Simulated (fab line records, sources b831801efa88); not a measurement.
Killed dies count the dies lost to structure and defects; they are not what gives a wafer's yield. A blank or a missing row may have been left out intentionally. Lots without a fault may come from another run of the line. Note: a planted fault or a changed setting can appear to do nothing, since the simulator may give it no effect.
fab line records | flow sky130 | part 1 of 2: steps 1 to 43 of 44
record: lots: 7 | wafers: 18 | last-day: 50
route steps=708 shown VIA2@525 METAL3@532 CAPM@537 PAD_OPEN@708
lots that met no fault: from a run of the same line without faults
start-h: the number of hours between the record's first day and the start of the first shown wafer of the lot | wait-h: how many hours have passed since the lot's step before this one | " same as the row above | L1.1+2: several wafers, shown together as one row | - either no value or no given start | * or withheld: withheld | < > ~ a bound
route shown NAME@n: NAME is a module with steps in the file, n the number in the route of the first one | usual: the fault-free wafers' mean and standard deviation | same: alike in all rows | chamber/n: place in a boat | sites: per-site readings | _std_site: the standard deviation of these | _edge_site: the outer-site mean with the inner-site mean subtracted | radius-mm: how far each site lies from the wafer's centre | mask NAME#n: copy n | behind: the most recent tool/chamber to have shaped the wafer | hold: what put the lot on hold/how long, in hours/how the hold closed | device: whichever transistor did not switch (one of n, p or np) | end of line: the route-end tests of the same wafers | where a step has no rows: the recipe by itself | killed: at the first sort, the dies lost to defects and structure; wafer yield is something else | map: dies across one wafer; x = killed, . = not, _ = none there
set.NAME: the setting that was run; set.NAME@STEP: the one run at that earlier step | model.NAME: the simulator's own value behind a step, which no gauge read
a table for each step, a row for each wafer; lots at some steps of the route
services: the hour from which a tool's chamber was out of use, counted from the record's first day as start-h (under 0 if before that day), plus the number of hours and why
== steps ==
step: SKY_VIA2_CLEAN_18
recipe: chemistry: IPA | time-s: 180 | temp-c: 25
step: SKY_VIA2_CLEAN_19
recipe: chemistry: O3/DIW | dry: n2-spin
step: SKY_VIA2_SPUTTER_20
recipe: material: TiN | target-thk-nm: 20 | chamber-pressure-pa: 5 | power-w: 4000 | time-s: 80
step: SKY_VIA2_CVD_21
recipe: material: W | target-thk-nm: 420 | time-s: 126.4 | temp-c: 400 | pressure-torr: 40
step: SKY_VIA2_RS_MEAS_22
recipe: thk-meas-gauge: four-point-probe | reads: W_of_VIA2_CVD_21+TiN_of_VIA2_SPUTTER_20
usual: VIA2_W_RS: 0.272/0.0047
lot.wafer | tool          | chamber | start-h | wait-h | VIA2_W_RS[ohm/sq]
L760.3    | film-metro-04 | -       | 896.13  | 0.1    | 0.273
L760.5    | "             | -       | "       | "      | 0.272
L760.6    | "             | -       | "       | "      | 0.272
L765.2    | film-metro-04 | -       | 936.53  | 0.1    | 0.264
L765.3    | "             | -       | "       | "      | 0.262
L765.6    | "             | -       | "       | "      | 0.272
L771.2    | film-metro-03 | -       | 967.34  | 0.1    | 0.277
L771.4    | "             | -       | "       | "      | 0.275
L773.3    | film-metro-03 | -       | 989.68  | 0.1    | 0.270
L773.6    | "             | -       | "       | "      | 0.272
L774.2    | film-metro-03 | -       | 997.37  | 0.1    | 0.271
L774.4    | "             | -       | "       | "      | 0.264
L776.3    | film-metro-01 | -       | 1000.84 | 0.1    | 0.273
L776.4    | "             | -       | "       | "      | 0.275
L776.6    | "             | -       | "       | "      | 0.270
L777.1    | film-metro-01 | -       | 1006.27 | 0.1    | 0.270
L777.4    | "             | -       | "       | "      | 0.270
L777.6    | "             | -       | "       | "      | 0.272
step: SKY_VIA2_THK_MEAS_23
recipe: thk-meas-gauge: xrf | reads: W_of_VIA2_CVD_21
usual: VIA2_W_THK: 414/8
lot.wafer | tool          | chamber | start-h | wait-h | VIA2_W_THK[nm]
L760.3    | film-metro-04 | -       | 896.23  | 0.1    | 413
L760.5    | "             | -       | "       | "      | 414
L760.6    | "             | -       | "       | "      | 419
L765.2    | film-metro-04 | -       | 936.64  | 0.1    | 433
L765.3    | "             | -       | "       | "      | 436
L765.6    | "             | -       | "       | "      | 414
L771.2    | film-metro-03 | -       | 967.45  | 0.1    | 403
L771.4    | "             | -       | "       | "      | 404
L773.3    | film-metro-03 | -       | 989.78  | 0.1    | 413
L773.6    | "             | -       | "       | "      | 411
L774.2    | film-metro-03 | -       | 997.48  | 0.1    | 414
L774.4    | "             | -       | "       | "      | 423
L776.3    | film-metro-01 | -       | 1000.94 | 0.1    | 412
L776.4    | "             | -       | "       | "      | 413
L776.6    | "             | -       | "       | "      | 420
L777.1    | film-metro-01 | -       | 1006.39 | 0.1    | 415
L777.4    | "             | -       | "       | "      | 418
L777.6    | "             | -       | "       | "      | 414
step: SKY_VIA2_CMP_24
recipe: stop-on: SiO2 | t-overpolish-s: 20 | down-force-psi: 3.5 | platen-rpm: 60 | target-thk-nm: 0 | pad-velocity-m-s: 0.94248
usual: motor-current-A: 11.0/0.93 | overpolish-run-s: 20.001/0.0085 | time-to-endpoint-s: 104/3.8
same: t-overpolish-s: 20
lot.wafer | tool   | chamber | start-h | wait-h | motor-current-A | overpolish-run-s | time-to-endpoint-s
L760.3    | cmp-02 | 2       | 896.27  | 0.0    | 10.9            | 20.000           | 108
L760.6    | "      | 2       | "       | "      | 10.3            | 19.994           | 105
L760.5    | "      | 3       | "       | "      | 10.1            | 20.000           | 111
L765.2    | cmp-01 | 2       | 936.69  | 0.0    | 10.9            | 20.017           | 110
L765.3    | "      | 1       | "       | "      | 13.0            | 20.003           | 110
L765.6    | "      | 3       | "       | "      | 9.8             | 19.993           | 107
L771.4    | cmp-01 | 2       | 967.72  | 0.2    | 10.9            | 20.000           | 101
L771.2    | "      | 0       | "       | "      | 10.2            | 19.997           | 99
L773.3    | cmp-01 | 3       | 989.97  | 0.2    | 9.9             | 20.003           | 106
L773.6    | "      | 0       | "       | "      | 9.8             | 20.004           | 102
L774.4    | cmp-02 | 1       | 997.58  | 0.1    | 12.7            | 19.986           | 105
L774.2    | "      | 2       | "       | "      | 10.6            | 19.992           | 100
L776.4    | cmp-02 | 1       | 1001.16 | 0.2    | 12.1            | 19.987           | 105
L776.3    | "      | 3       | "       | "      | 9.9             | 20.003           | 103
L776.6    | "      | 1       | "       | "      | 11.9            | 20.010           | 102
L777.1    | cmp-01 | 1       | 1006.50 | 0.1    | 11.9            | 20.010           | 105
L777.4    | "      | 2       | "       | "      | 9.7             | 19.994           | 108
L777.6    | "      | 0       | "       | "      | 10.3            | 19.998           | 108
step: SKY_METAL3_SPUTTER_00
recipe: material: Ti | target-thk-nm: 15 | power-w: 3000 | time-s: 10 | chamber-pressure-pa: 0.4
step: SKY_METAL3_SPUTTER_01
recipe: material: TiN | target-thk-nm: 20 | power-w: 6500 | time-s: 16.7 | chamber-pressure-pa: 0.4
usual: throttle-valve-pct: 30.3/0.99
lot.wafer | tool           | chamber | start-h | wait-h | throttle-valve-pct
L760.3    | pvd-sputter-02 | -       | 896.59  | 0.0    | 31.3
L760.5    | "              | -       | "       | "      | 29.3
L760.6    | "              | -       | "       | "      | 31.4
L765.2    | pvd-sputter-01 | -       | 937.01  | 0.0    | 30.5
L765.3    | "              | -       | "       | "      | 30.9
L765.6    | "              | -       | "       | "      | 29.7
L771.2    | pvd-sputter-01 | -       | 967.99  | 0.0    | 31.3
L771.4    | "              | -       | "       | "      | 30.3
L773.3    | pvd-sputter-01 | -       | 990.15  | 0.0    | 31.0
L773.6    | "              | -       | "       | "      | 30.0
L774.2    | pvd-sputter-01 | -       | 997.88  | 0.0    | 31.0
L774.4    | "              | -       | "       | "      | 29.9
L776.3    | pvd-sputter-01 | -       | 1001.43 | 0.0    | 29.9
L776.4    | "              | -       | "       | "      | 29.8
L776.6    | "              | -       | "       | "      | 30.4
L777.1    | pvd-sputter-04 | -       | 1006.77 | 0.0    | 30.1
L777.4    | "              | -       | "       | "      | 32.3
L777.6    | "              | -       | "       | "      | 30.1
step: SKY_METAL3_SPUTTER_02
recipe: material: AlCu | target-thk-nm: 735 | power-w: 10600 | time-s: 39.1 | chamber-pressure-pa: 0.4
step: SKY_METAL3_SPUTTER_03
recipe: material: Ti | target-thk-nm: 5 | power-w: 3000 | time-s: 3.3 | chamber-pressure-pa: 0.4
step: SKY_METAL3_SPUTTER_04
recipe: material: TiN | target-thk-nm: 70 | power-w: 6500 | time-s: 58.3 | chamber-pressure-pa: 0.4
usual: throttle-valve-pct: 30.4/0.98
lot.wafer | tool           | chamber | start-h | wait-h | throttle-valve-pct
L760.3    | pvd-sputter-02 | -       | 896.68  | 0.0    | 31.2
L760.5    | "              | -       | "       | "      | 29.6
L760.6    | "              | -       | "       | "      | 31.3
L765.2    | pvd-sputter-01 | -       | 937.09  | 0.0    | 30.2
L765.3    | "              | -       | "       | "      | 31.1
L765.6    | "              | -       | "       | "      | 29.7
L771.2    | pvd-sputter-01 | -       | 968.08  | 0.0    | 31.0
L771.4    | "              | -       | "       | "      | 30.4
L773.3    | pvd-sputter-01 | -       | 990.23  | 0.0    | 30.9
L773.6    | "              | -       | "       | "      | 30.2
L774.2    | pvd-sputter-01 | -       | 997.96  | 0.0    | 30.8
L774.4    | "              | -       | "       | "      | 30.0
L776.3    | pvd-sputter-01 | -       | 1001.52 | 0.0    | 30.4
L776.4    | "              | -       | "       | "      | 29.8
L776.6    | "              | -       | "       | "      | 30.3
L777.1    | pvd-sputter-04 | -       | 1006.86 | 0.0    | 30.3
L777.4    | "              | -       | "       | "      | 32.5
L777.6    | "              | -       | "       | "      | 30.5
step: SKY_CAPM_CVD_00
recipe: material: SiO2 | target-thk-nm: 15.5 | temp-c: 400 | time-s: withheld | rf-w: 450
usual: heater-power-w: 736/97
lot.wafer | tool     | chamber | start-h | wait-h | heater-power-w | model.SiO2_of_CAPM_CVD_00.thk-nm
L760.3    | pecvd-02 | 1       | 896.73  | 0.0    | 781            | 15.79
L760.5    | "        | 1       | "       | "      | 773            | 15.67
L760.6    | "        | 2       | "       | "      | 692            | 15.46
L765.2    | pecvd-03 | 0       | 937.14  | 0.0    | 748            | 15.36
L765.3    | "        | 1       | "       | "      | 741            | 15.38
L765.6    | "        | 2       | "       | "      | 857            | 15.6
L771.2    | pecvd-02 | 0       | 968.13  | 0.0    | 743            | 15.13
L771.4    | "        | 1       | "       | "      | 733            | 25.01
L773.3    | pecvd-02 | 2       | 990.29  | 0.0    | 728            | 24.78
L773.6    | "        | 1       | "       | "      | 804            | 15.42
L774.2    | pecvd-02 | 1       | 998.01  | 0.0    | 742            | 15.57
L774.4    | "        | 1       | "       | "      | 743            | 25.07
L776.3    | pecvd-03 | 0       | 1001.57 | 0.0    | 738            | 15.48
L776.4    | "        | 2       | "       | "      | 880            | 15.77
L776.6    | "        | 1       | "       | "      | 739            | 15.78
L777.1    | pecvd-04 | 2       | 1006.91 | 0.0    | 673            | 15.25
L777.4    | "        | 1       | "       | "      | 707            | 15.59
L777.6    | "        | 2       | "       | "      | 657            | 15.38
step: SKY_CAPM_THK_MEAS_01
recipe: reads: SiO2_of_CAPM_CVD_00
usual: CAPM_CVD_00_THK: 15.50/0.21
lot.wafer | tool          | chamber | start-h | wait-h | CAPM_CVD_00_THK[nm]
L760.3    | film-metro-02 | -       | 896.78  | -      | 15.76
L760.5    | "             | -       | "       | "      | 15.66
L760.6    | "             | -       | "       | "      | 15.53
L765.2    | film-metro-02 | -       | 937.17  | -      | 15.38
L765.3    | "             | -       | "       | "      | 15.39
L765.6    | "             | -       | "       | "      | 15.60
L771.2    | film-metro-02 | -       | 968.16  | -      | 15.14
L771.4    | "             | -       | "       | "      | 25.01
L773.3    | film-metro-01 | -       | 990.33  | -      | 24.77
L773.6    | "             | -       | "       | "      | 15.42
L774.2    | film-metro-03 | -       | 998.04  | -      | 15.57
L774.4    | "             | -       | "       | "      | 25.04
L776.3    | film-metro-01 | -       | 1001.61 | -      | 15.49
L776.4    | "             | -       | "       | "      | 15.75
L776.6    | "             | -       | "       | "      | 15.76
L777.1    | film-metro-02 | -       | 1006.96 | -      | 15.24
L777.4    | "             | -       | "       | "      | 15.59
L777.6    | "             | -       | "       | "      | 15.41
step: SKY_CAPM_SPUTTER_02
recipe: material: TiN | target-thk-nm: 200 | temp-c: 300 | power-w: 6500 | time-s: 166.7 | chamber-pressure-pa: 0.4
usual: substrate-temp-c: 300.00/0.19 | throttle-valve-pct: 29.8/0.83
lot.wafer | tool           | chamber | start-h | wait-h | substrate-temp-c | throttle-valve-pct
L760.3    | pvd-sputter-03 | -       | 896.82  | 0.0    | 299.69           | 28.7
L760.5    | "              | -       | "       | "      | 300.14           | 29.0
L760.6    | "              | -       | "       | "      | 299.71           | 29.2
L765.2    | pvd-sputter-03 | -       | 937.22  | 0.0    | 299.94           | 30.8
L765.3    | "              | -       | "       | "      | 300.27           | 28.9
L765.6    | "              | -       | "       | "      | 300.13           | 28.9
L771.2    | pvd-sputter-03 | -       | 968.21  | 0.0    | 299.99           | 28.5
L771.4    | "              | -       | "       | "      | 299.80           | 29.6
L773.3    | pvd-sputter-01 | -       | 990.37  | 0.0    | 300.10           | 31.0
L773.6    | "              | -       | "       | "      | 300.17           | 31.1
L774.2    | pvd-sputter-02 | -       | 998.09  | 0.0    | 300.03           | 31.1
L774.4    | "              | -       | "       | "      | 300.21           | 29.3
L776.3    | pvd-sputter-02 | -       | 1001.65 | 0.0    | 300.34           | 31.2
L776.4    | "              | -       | "       | "      | 299.75           | 29.6
L776.6    | "              | -       | "       | "      | 300.25           | 29.5
L777.1    | pvd-sputter-03 | -       | 1007.02 | 0.1    | 299.70           | 29.5
L777.4    | "              | -       | "       | "      | 299.88           | 29.6
L777.6    | "              | -       | "       | "      | 299.78           | 28.7
step: SKY_CAPM_RS_MEAS_03
recipe: thk-meas-gauge: four-point-probe | reads: TiN_of_CAPM_SPUTTER_02
usual: CAPM_TIN_RS: 6.89/0.07
lot.wafer | tool          | chamber | start-h | wait-h | CAPM_TIN_RS[ohm/sq]
L760.3    | film-metro-01 | -       | 896.97  | 0.1    | 6.82
L760.5    | "             | -       | "       | "      | 6.73
L760.6    | "             | -       | "       | "      | 6.79
L765.2    | film-metro-03 | -       | 937.35  | 0.1    | 6.76
L765.3    | "             | -       | "       | "      | 6.80
L765.6    | "             | -       | "       | "      | 6.74
L771.2    | film-metro-01 | -       | 968.34  | 0.1    | 6.85
L771.4    | "             | -       | "       | "      | 6.93
L773.3    | film-metro-03 | -       | 990.52  | 0.1    | 6.81
L773.6    | "             | -       | "       | "      | 6.76
L774.2    | film-metro-02 | -       | 998.22  | 0.1    | 6.95
L774.4    | "             | -       | "       | "      | 6.87
L776.3    | film-metro-03 | -       | 1001.80 | 0.1    | 6.93
L776.4    | "             | -       | "       | "      | 7.02
L776.6    | "             | -       | "       | "      | 6.92
L777.1    | film-metro-03 | -       | 1007.13 | 0.1    | 6.98
L777.4    | "             | -       | "       | "      | 7.00
L777.6    | "             | -       | "       | "      | 6.96
step: SKY_CAPM_THK_MEAS_04
recipe: thk-meas-gauge: xrf | reads: TiN_of_CAPM_SPUTTER_02
usual: CAPM_TIN_THK: 202.1/2.1
lot.wafer | tool          | chamber | start-h | wait-h | CAPM_TIN_THK[nm]
L760.3    | film-metro-01 | -       | 897.07  | 0.1    | 204.7
L760.5    | "             | -       | "       | "      | 208.1
L760.6    | "             | -       | "       | "      | 206.3
L765.2    | film-metro-03 | -       | 937.46  | 0.1    | 204.2
L765.3    | "             | -       | "       | "      | 203.3
L765.6    | "             | -       | "       | "      | 203.9
L771.2    | film-metro-01 | -       | 968.45  | 0.1    | 203.5
L771.4    | "             | -       | "       | "      | 201.5
L773.3    | film-metro-03 | -       | 990.62  | 0.1    | 204.1
L773.6    | "             | -       | "       | "      | 205.7
L774.2    | film-metro-02 | -       | 998.33  | 0.1    | 200.1
L774.4    | "             | -       | "       | "      | 202.1
L776.3    | film-metro-03 | -       | 1001.90 | 0.1    | 201.0
L776.4    | "             | -       | "       | "      | 198.3
L776.6    | "             | -       | "       | "      | 201.8
L777.1    | film-metro-03 | -       | 1007.25 | 0.1    | 200.0
L777.4    | "             | -       | "       | "      | 199.3
L777.6    | "             | -       | "       | "      | 200.5
step: SKY_CAPM_DEHYDRATE_05
recipe: temp-c: 200 | time-s: 60
step: SKY_CAPM_HMDS_06
recipe: prime-time-s: 60 | prime-temp-c: 120
step: SKY_CAPM_COAT_07
recipe: resist: NOVOLAK | spin-rpm: 3000 | resist-thk-nm: 1140
step: SKY_CAPM_SOFTBAKE_08
recipe: temp-c: 90 | time-s: 60 | resist: NOVOLAK
step: SKY_CAPM_EXPOSE_09
recipe: mask-id: CAPM | na: 0.6 | source-shape: conventional | sigma-outer: 0.6 | polarization: unpolarized | target-cd-nm: 1000 | dose-mj: 159
step: SKY_CAPM_PEB_10
recipe: temp-c: withheld | time-s: * | resist: NOVOLAK
step: SKY_CAPM_DEVELOP_11
recipe: resist: NOVOLAK | developer: TMAH | develop-time-s: 60 | dev-temp-c: 23
step: SKY_CAPM_OVL_MEAS_12
usual: CAPM_OVL: 0.4/1.2
lot.wafer | tool       | chamber | start-h | wait-h | CAPM_OVL[nm]
L760.3    | overlay-01 | -       | 921.22  | 0.1    | 1.2
L760.5    | "          | -       | "       | "      | -0.6
L760.6    | "          | -       | "       | "      | 0.5
L765.2    | overlay-01 | -       | 961.47  | 0.1    | 0.5
L765.3    | "          | -       | "       | "      | -0.6
L765.6    | "          | -       | "       | "      | 1.2
L771.2    | overlay-02 | -       | 992.23  | 0.1    | 0.2
L771.4    | "          | -       | "       | "      | 2.6
L773.3    | overlay-01 | -       | 1013.64 | 0.1    | 0.3
L773.6    | "          | -       | "       | "      | -2.5
L774.2    | overlay-01 | -       | 1021.83 | 0.1    | 2.0
L774.4    | "          | -       | "       | "      | 0.3
L776.3    | overlay-01 | -       | 1024.42 | 0.1    | 2.3
L776.4    | "          | -       | "       | "      | 1.2
L776.6    | "          | -       | "       | "      | -0.3
L777.1    | overlay-02 | -       | 1029.18 | 0.1    | 1.4
L777.4    | "          | -       | "       | "      | -1.0
L777.6    | "          | -       | "       | "      | -0.1
step: SKY_CAPM_METAL_ETCH_13
recipe: target-depth-nm: 220 | stop-on: SiO2 | chemistry: Cl2/BCl3 | target: TiN | pressure-mtorr: 10 | icp-w: 900 | bias-w: 48.5 | Cl2_flow_sccm: 60 | bcl3-flow-sccm: 30 | time-s: 62.9
step: SKY_CAPM_STRIP_14
recipe: chemistry: O2/N2 | power-w: 1400 | pressure-mtorr: 1500 | platen-temp-c: withheld | o2-flow-sccm: 3000 | n2-flow-sccm: 300 | overash-fraction: 0.5
step: SKY_CAPM_STRIP_15
recipe: chemistry: post-etch-residue-remover | time-s: 1200 | temp-c: 72.5
step: SKY_CAPM_CLEAN_16
recipe: chemistry: IPA | time-s: 180 | temp-c: 25
step: SKY_CAPM_CLEAN_17
recipe: chemistry: O3/DIW | dry: n2-spin
step: SKY_METAL3_DEHYDRATE_05
recipe: temp-c: 200 | time-s: 60
step: SKY_METAL3_HMDS_06
recipe: prime-time-s: 60 | prime-temp-c: 120
step: SKY_METAL3_COAT_07
recipe: resist: BARC | temp-c: withheld | time-s: withheld | spin-rpm: 3000 | resist-thk-nm: 60
step: SKY_METAL3_COAT_08
recipe: resist: KrF-thick | spin-rpm: 3000 | resist-thk-nm: 1140
step: SKY_METAL3_SOFTBAKE_09
recipe: temp-c: 100 | time-s: 90 | resist: KrF-thick
step: SKY_METAL3_EXPOSE_10
recipe: mask-id: MM3 | na: 0.68 | source-shape: annular | sigma-inner: 0.4 | sigma-outer: 0.8 | target-cd-nm: 300 | dose-mj: 28
step: SKY_METAL3_PEB_11
recipe: peb-temp-c: withheld | peb-time-s: withheld | resist: KrF-thick
step: SKY_METAL3_DEVELOP_12
recipe: develop-time-s: 60 | resist: KrF-thick | dev-temp-c: 21
step: SKY_METAL3_CD_MEAS_13
recipe: target-cd-nm: 300
usual: cd-nm: 300.0/1.7
lot.wafer | tool      | chamber | start-h | wait-h | cd-nm
L760.3    | cd-sem-02 | -       | 946.12  | -      | 301.0
L760.5    | "         | -       | "       | "      | 298.5
L760.6    | "         | -       | "       | "      | 300.0
L765.2    | cd-sem-02 | -       | 984.93  | -      | 301.0
L765.3    | "         | -       | "       | "      | 301.2
L765.6    | "         | -       | "       | "      | 301.5
L771.2    | cd-sem-02 | -       | 1015.53 | -      | 300.4
L771.4    | "         | -       | "       | "      | 299.4
L773.3    | cd-sem-01 | -       | 1037.23 | -      | 301.6
L773.6    | "         | -       | "       | "      | 301.4
L774.2    | cd-sem-01 | -       | 1045.16 | -      | 299.2
L774.4    | "         | -       | "       | "      | 300.3
L776.3    | cd-sem-01 | -       | 1047.70 | -      | 302.3
L776.4    | "         | -       | "       | "      | 301.0
L776.6    | "         | -       | "       | "      | 300.8
L777.1    | cd-sem-02 | -       | 1051.68 | -      | 300.0
L777.4    | "         | -       | "       | "      | 300.7
L777.6    | "         | -       | "       | "      | 299.1
step: SKY_METAL3_OVL_MEAS_14
usual: METAL3_OVL: 1/5.9
lot.wafer | tool       | chamber | start-h | wait-h | METAL3_OVL[nm]
L760.3    | overlay-01 | -       | 946.21  | 0.1    | 7
L760.5    | "          | -       | "       | "      | 8
L760.6    | "          | -       | "       | "      | -3
L765.2    | overlay-01 | -       | 985.04  | 0.1    | -3
L765.3    | "          | -       | "       | "      | -13
L765.6    | "          | -       | "       | "      | -9
L771.2    | overlay-02 | -       | 1015.64 | 0.1    | -6
L771.4    | "          | -       | "       | "      | 8
L773.3    | overlay-02 | -       | 1037.32 | 0.1    | 5
L773.6    | "          | -       | "       | "      | 9
L774.2    | overlay-02 | -       | 1045.27 | 0.1    | 11
L774.4    | "          | -       | "       | "      | 11
L776.3    | overlay-01 | -       | 1047.79 | 0.1    | -1
L776.4    | "          | -       | "       | "      | 1
L776.6    | "          | -       | "       | "      | 8
L777.1    | overlay-02 | -       | 1051.80 | 0.1    | -4
L777.4    | "          | -       | "       | "      | 6
L777.6    | "          | -       | "       | "      | 6
step: SKY_METAL3_DESCUM_15
recipe: chemistry: O2 | source-power-w: 150 | bias-power-w: 0 | pressure-mtorr: 10 | temp-c: 40 | time-s: 8
step: SKY_METAL3_ETCH_16
recipe: chemistry: N2/H2 | target: BARC | ion-energy-ev: 200 | bias-w: 100 | pressure-mtorr: 30 | n2-flow-sccm: 100 | h2-flow-sccm: 200 | icp-w: 500 | stop-on: SiO2 | time-s: 88.2 | target-depth-a: 600
usual: drypump-motor-current-A: 6.14/0.21 | oes-product-au: 0.625/0.0052 | throttle-valve-pct: 13.204/0.0087
lot.wafer | tool         | chamber | start-h | wait-h | drypump-motor-current-A | oes-product-au | rf-hours-counter-h | throttle-valve-pct
L760.3    | rie-metal-01 | 1       | 946.30  | 0.0    | 6.22                    | 0.622          | -                  | 13.216
L760.5    | "            | 1       | "       | "      | 6.28                    | 0.635          | -                  | 13.211
L760.6    | "            | 0       | "       | "      | 6.42                    | 0.626          | -                  | 13.193
L765.2    | rie-metal-01 | 1       | 985.10  | 0.0    | 6.27                    | 0.623          | 13                 | 13.191
L765.3    | "            | 0       | "       | "      | 6.42                    | 0.624          | -                  | 13.216
L765.6    | "            | 1       | "       | "      | 6.25                    | 0.626          | -                  | 13.208
L771.2    | rie-metal-01 | 1       | 1015.70 | 0.0    | 6.17                    | 0.620          | 14                 | 13.204
L771.4    | "            | 1       | "       | "      | 6.21                    | 0.638          | -                  | 13.205
L773.3    | rie-metal-01 | 0       | 1037.41 | 0.0    | 6.43                    | 0.625          | -                  | 13.204
L773.6    | "            | 1       | "       | "      | 6.28                    | 0.623          | -                  | 13.190
L774.2    | rie-metal-02 | 1       | 1045.33 | 0.0    | 6.27                    | 0.633          | 12                 | 13.198
L774.4    | "            | 1       | "       | "      | 6.24                    | 0.629          | -                  | 13.211
L776.3    | rie-metal-01 | 1       | 1047.88 | 0.0    | 6.27                    | 0.615          | -                  | 13.214
L776.4    | "            | 0       | "       | "      | 6.40                    | 0.626          | -                  | 13.208
L776.6    | "            | 1       | "       | "      | 6.25                    | 0.629          | -                  | 13.203
L777.1    | rie-metal-02 | 1       | 1051.87 | 0.0    | 6.23                    | 0.632          | 13                 | 13.215
L777.4    | "            | 1       | "       | "      | 6.24                    | 0.621          | -                  | 13.201
L777.6    | "            | 0       | "       | "      | 5.74                    | 0.624          | -                  | 13.201
step: SKY_METAL3_ETCH_17
recipe: target: SiO2 | stop-on: TiN | chemistry: C4F8/O2/Ar | source-w: 1500 | bias-w: 1200 | pressure-mtorr: 40 | c4f8-flow-sccm: withheld | O2_flow_sccm: 6 | Ar_flow_sccm: 300 | time-s: 3.9 | target-depth-a: 150
usual: oes-product-au: 0.754/0.0069
lot.wafer | tool        | chamber | start-h | wait-h | oes-product-au | rf-hours-counter-h | model.etch.depth-nm
L760.3    | rie-diel-02 | 1       | 946.36  | 0.0    | 0.758          | 16                 | 15.79
L760.5    | "           | 1       | "       | "      | 0.754          | -                  | 15.67
L760.6    | "           | 3       | "       | "      | 0.758          | -                  | 15.46
L765.2    | rie-diel-03 | 2       | 985.20  | 0.1    | 0.745          | 24                 | 15.36
L765.3    | "           | 3       | "       | "      | 0.752          | 20                 | 15.38
L765.6    | "           | 0       | "       | "      | 0.753          | -                  | 15.6
L771.2    | rie-diel-04 | 1       | 1015.80 | 0.1    | 0.754          | 11                 | 15.13
L771.4    | "           | 0       | "       | "      | 0.978          | 5                  | 24.94
L773.3    | rie-diel-03 | 0       | 1037.48 | 0.0    | 0.969          | 3                  | 24.78
L773.6    | "           | 1       | "       | "      | 0.757          | -                  | 15.42
L774.2    | rie-diel-02 | 0       | 1045.43 | 0.1    | 0.754          | 13                 | 15.57
L774.4    | "           | 2       | "       | "      | 0.972          | -                  | 25.07
L776.3    | rie-diel-02 | 0       | 1047.95 | 0.0    | 0.756          | 13                 | 15.48
L776.4    | "           | 2       | "       | "      | 0.754          | -                  | 15.77
L776.6    | "           | 0       | "       | "      | 0.762          | -                  | 15.78
L777.1    | rie-diel-03 | 1       | 1051.96 | 0.1    | 0.755          | 1                  | 15.25
L777.4    | "           | 3       | "       | "      | 0.756          | 23                 | 15.59
L777.6    | "           | 2       | "       | "      | 0.759          | -                  | 15.38
== key ==
first-sign: step: SKY_CAPM_THK_MEAS_01 | reading: CAPM_CVD_00_THK | direction: up | sigmas: 45 | usual: 15.50 | struck: 24.94
effect: step: SKY_METAL3_ETCH_17 | reading: oes-product-au | direction: up | sigmas: 32 | usual: 0.754 | struck: 0.973
model-effect: step: SKY_CAPM_CVD_00 | value: SiO2_of_CAPM_CVD_00.thk-nm | without: 15.44 | struck: 24.95
model-effect: step: SKY_METAL3_ETCH_17 | value: etch.depth-nm | without: 15.44 | struck: 24.93
model-effect: step: SKY_PAD_OPEN_PROBE_99 | value: etest.tester.sort-n-pass | without: 415.7 | struck: 0
met-at SKY_CAPM_CVD_00
struck-wafers L771.4,L773.3,L774.4
onset-between 896.73 968.13
fault: kind: process-parameter-drift | tool: pecvd-02 | chamber: - | onset-h: 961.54 | steps: SKY_CAPM_CVD_00 | channel: target-thk-nm | offset: 9.4488 | shape: step | end-h: 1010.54 | scope: struck-wafers-only | acts-in: these-recipes-only | stated: 15.5
